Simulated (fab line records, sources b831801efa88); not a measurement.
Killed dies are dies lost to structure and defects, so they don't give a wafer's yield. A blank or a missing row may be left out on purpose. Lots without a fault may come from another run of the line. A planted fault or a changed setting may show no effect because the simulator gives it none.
Split-lot experiment | flow sky130 | 5 lots, 23 wafers read, on a route of 708 steps

THE SPLIT
At SKY_METAL3_SPUTTER_00 (material Ti, target thk 15 nm, time 10 s), the setting power_w was moved away from the recipe's 3000 W on 9 of the 23 wafers read, by -6.8% to +11.2%. The other wafers ran this setting at the recipe's value.

The reading is taken at the split's own step.

THE READING
Ti_of_METAL3_SPUTTER_00.thk_nm (the simulator's own value, which no gauge read), in nm, at SKY_METAL3_SPUTTER_00 (material Ti, target thk 15 nm, time 10 s). The file gives no usual value for it. The 14 wafers here that ran the recipe average 14.98 nm, standard deviation 0.12 nm.

wafer  | tool, chamber at the split | power_w as run, W | against the recipe | Ti_of_METAL3_SPUTTER_00.thk_nm, nm | against lot-mates on the recipe
L079.1 | pvd_sputter-01, -          | 3246              | +8.2%              | 16.41                              | +1.25
L079.2 | pvd_sputter-01, -          | 3000              | recipe             | 15.13                              | -
L079.3 | pvd_sputter-01, -          | 3246              | +8.2%              | 16.34                              | +1.18
L079.4 | pvd_sputter-01, -          | 3000              | recipe             | 15.18                              | -
L079.6 | pvd_sputter-01, -          | 3246              | +8.2%              | 16.4                               | +1.24
L077.1 | pvd_sputter-04, -          | 3127              | +4.2%              | 15.52                              | +0.63
L077.2 | pvd_sputter-04, -          | 3127              | +4.2%              | 15.6                               | +0.71
L077.3 | pvd_sputter-04, -          | 3000              | recipe             | 14.98                              | -
L077.5 | pvd_sputter-04, -          | 3000              | recipe             | 14.82                              | -
L077.6 | pvd_sputter-04, -          | 3000              | recipe             | 14.88                              | -
L080.1 | pvd_sputter-01, -          | 3000              | recipe             | 15.03                              | -
L080.2 | pvd_sputter-01, -          | 3000              | recipe             | 14.97                              | -
L080.4 | pvd_sputter-01, -          | 3000              | recipe             | 15.15                              | -
L080.5 | pvd_sputter-01, -          | 3335              | +11.2%             | 16.67                              | +1.62
L080.6 | pvd_sputter-01, -          | 3335              | +11.2%             | 16.7                               | +1.65
L084.1 | pvd_sputter-03, -          | 3000              | recipe             | 14.79                              | -
L084.3 | pvd_sputter-03, -          | 2796              | -6.8%              | 13.84                              | -1.03
L084.4 | pvd_sputter-03, -          | 3000              | recipe             | 14.88                              | -
L084.5 | pvd_sputter-03, -          | 3000              | recipe             | 14.93                              | -
L084.6 | pvd_sputter-03, -          | 2796              | -6.8%              | 13.98                              | -0.89
L085.3 | pvd_sputter-01, -          | 3000              | recipe             | 14.93                              | -
L085.4 | pvd_sputter-01, -          | 3000              | recipe             | 15.02                              | -
L085.5 | pvd_sputter-01, -          | 3000              | recipe             | 15.09                              | -

THE FIT
A straight line over all 23 wafers: Ti_of_METAL3_SPUTTER_00.thk_nm changes by +0.159 nm for each +1% of power_w; r = +0.99; the points scatter about the line by 0.11 nm.
The same after taking each lot's own level away (the mean of its wafers on the recipe; 23 wafers): +0.147 nm for each +1%; r = +1.00; scatter 0.061 nm.
On that fit, the largest move of power_w shifts the reading by 1.6 nm.
The lots' own levels span 14.867 to 15.155 nm, that is 2.4 times the standard deviation above.
So the lot-to-lot level changes the slope little: the two slopes agree.
Check: with one of the wafers moved furthest among these (+11.2%) left out of the fit, the line predicts +1.66 nm for it against its lot-mates. It came out at +1.62 nm against them.

OTHER SPLITS ON THESE WAFERS
These wafers also went through other splits before the reading. Each is held against what the fit with the lots' levels taken away leaves over:
other split on the same wafers            | wafers away from the commonest value | r with Ti_of_METAL3_SPUTTER_00.thk_nm (lot level and that fit taken away)
SKY_METAL1_SPUTTER_02 chamber_pressure_pa | 18                                   | -0.13
SKY_METAL1_DEVELOP_14 develop_time_s      | 10                                   | -0.23
SKY_METAL2_SPUTTER_00 power_w             | 9                                    | +0.02
SKY_METAL2_DEVELOP_14 dev_temp_c          | 7                                    | -0.15
SKY_VIA2_HDPCVD_00 time_s                 | 8                                    | -0.10
SKY_VIA2_CVD_21 temp_c                    | 11                                   | +0.09

THE FILE'S OWN FIT
Ti_of_METAL3_SPUTTER_00.thk_nm changes by +0.147 nm for each +1% of power_w, r = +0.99.
